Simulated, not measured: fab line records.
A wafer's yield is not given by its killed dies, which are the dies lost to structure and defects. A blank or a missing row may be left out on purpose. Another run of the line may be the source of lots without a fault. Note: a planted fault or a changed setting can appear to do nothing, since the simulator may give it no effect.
Matching of chambers    flow sky130    pecvd-04 running SKY_CAPM_CVD_00: 3 sister chambers
The step deposits SiO2, target thk 15.5 nm. 18 wafers are shown with their chamber, then 9 later ones without.

## WAFERS WITH THEIR CHAMBER
wafer   chamber  heater power w (W)  susceptor temp C (C)
L074.1  1        621                 400.53
L074.4  2        895                 400.02
L074.6  1        638                 400.06
L076.2  2        939                 399.91
L076.4  1        625                 400.03
L076.5  0        537                 399.73
L078.1  0        569                 399.98
L078.5  0        568                 399.92
L078.6  1        681                 400.28
L081.2  1        666                 400.20
L081.3  2        924                 400.16
L081.5  0        521                 399.96
L084.1  1        655                 399.99
L084.2  2        904                 400.16
L084.5  0        595                 400.09
L087.1  2        938                 399.89
L087.4  0        583                 399.97
L087.6  2        920                 400.05

SIGNATURES (averages over the wafers above)
reading           chamber 0  chamber 1  chamber 2  scatter within a chamber
heater power w    562.17     647.67     920.00     23.6
susceptor temp C  399.9417   400.1817   400.0317   0.151
Rule: for a wafer and a chamber, the distance is found by dividing, reading by reading, the gap between the wafer's reading and the chamber's mean by the reading's scatter, squaring, summing and taking the root. If the next closest chamber is less than 2 further off than the closest, the wafer can't be placed; otherwise it belongs to the closest. The scatter: the root of (the sum of the squares of (reading less its chamber's mean) over the shown wafers, divided by (wafers less chambers)).

## WAFERS WITHOUT THEIR CHAMBER
wafer   heater power w (W)  susceptor temp C (C)
L089.2  614                 399.76
L089.5  616                 400.03
L089.6  894                 399.60
L093.3  633                 400.17
L093.5  598                 400.22
L093.6  640                 399.99
L097.3  926                 400.05
L097.5  902                 400.09
L097.6  577                 399.92

## THE CHAMBER EACH PASSED THROUGH
wafer   from the rows above      in truth
L089.2  can't be placed: 0 or 1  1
L089.5  can't be placed: 1 or 0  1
L089.6  2                        2
L093.3  1                        1
L093.5  can't be placed: 1 or 0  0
L093.6  1                        1
L097.3  2                        2
L097.5  2                        2
L097.6  0                        0
Correct placement for 6 of the 9. Not placeable from these rows: 3 (in 3, the candidates include the true chamber). Placed wrongly: 0.
